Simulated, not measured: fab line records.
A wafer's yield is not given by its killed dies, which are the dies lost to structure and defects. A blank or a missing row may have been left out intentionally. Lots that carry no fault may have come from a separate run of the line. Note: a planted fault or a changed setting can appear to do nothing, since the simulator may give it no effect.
Matching of chambers | flow gf180mcu | GF_V1_CMP_26 on cmp-02 has 4 sister chambers
The step polishes, stops on SiO2, t overpolish 15 s, target thk 0 nm. 16 wafers are shown with their chamber, then 8 later ones without.

== WAFERS, EACH WITH ITS CHAMBER ==
wafer  | chamber | motor-current-A (A) | time-to-endpoint-s (s) | retaining-ring-pressure-frac
L078.2 | 1       | 10.2                | 81.7                   | 1.001
L078.3 | 0       | 9.6                 | 83.7                   | 1.003
L078.6 | 3       | 10.5                | 85.5                   | 1.005
L081.1 | 1       | 10.2                | 83.7                   | 1.006
L081.5 | 2       | 10.3                | 85.0                   | 0.989
L081.6 | 3       | 10.0                | 88.3                   | 0.999
L083.1 | 3       | 10.6                | 89.5                   | 0.995
L083.2 | 2       | 10.8                | 82.1                   | 1.008
L083.3 | 0       | 9.6                 | 86.4                   | 0.999
L087.1 | 3       | 10.2                | 85.3                   | 0.997
L087.4 | 2       | 10.6                | 81.8                   | 1.001
L087.5 | 0       | 9.6                 | 84.8                   | 1.006
L088.2 | 3       | 10.4                | 86.2                   | 1.000
L088.3 | 0       | 9.5                 | 83.0                   | 1.001
L088.4 | 1       | 10.1                | 82.9                   | 0.989
L090.1 | 2       | 10.9                | 85.7                   | 0.997

SIGNATURES (averages over the wafers above)
reading                      | chamber 0 | chamber 1 | chamber 2 | chamber 3 | scatter within a chamber
motor-current-A              | 9.575     | 10.167    | 10.650    | 10.340    | 0.195
time-to-endpoint-s           | 84.475    | 82.767    | 83.650    | 86.960    | 1.69
retaining-ring-pressure-frac | 1.00225   | 0.99867   | 0.99875   | 0.99920   | 0.00595
Rule: a wafer lies at a distance from a chamber equal to the root of the sum of squares, over the readings, of (its reading less the chamber's mean, divided by the reading's scatter). The wafer belongs to the nearest chamber; if the next one is less than 2 further off, it can't be placed. The scatter is the square root of a quotient: the sum, over the shown wafers, of each reading's squared deviation from its chamber's mean, divided by wafers minus chambers.

== WAFERS WHOSE CHAMBER IS MISSING ==
wafer  | motor-current-A (A) | time-to-endpoint-s (s) | retaining-ring-pressure-frac
L090.4 | 10.2                | 86.1                   | 0.997
L090.5 | 9.7                 | 82.4                   | 1.003
L092.4 | 11.0                | 85.7                   | 1.001
L092.5 | 10.5                | 86.5                   | 0.999
L092.6 | 10.1                | 86.1                   | 1.012
L097.1 | 10.1                | 82.7                   | 1.008
L097.3 | 9.5                 | 82.1                   | 0.994
L097.6 | 10.0                | 83.5                   | 0.999

== WHICH CHAMBER EACH WENT THROUGH ==
wafer  | from the rows above               | in truth
L090.4 | can't be placed: 3 or 1 or 2      | 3
L090.5 | can't be placed: 0 or 1           | 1
L092.4 | can't be placed: 2 or 3           | 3
L092.5 | can't be placed: 3 or 2 or 1      | 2
L092.6 | can't be placed: 3 or 1 or 0 or 2 | 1
L097.1 | can't be placed: 1 or 0 or 3 or 2 | 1
L097.3 | can't be placed: 0 or 1           | 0
L097.6 | can't be placed: 1 or 0 or 3      | 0
0 of 8 placed correctly. Unplaceable from these rows: 8, with the true chamber sitting among the candidates in 8. Number placed wrongly: 0.
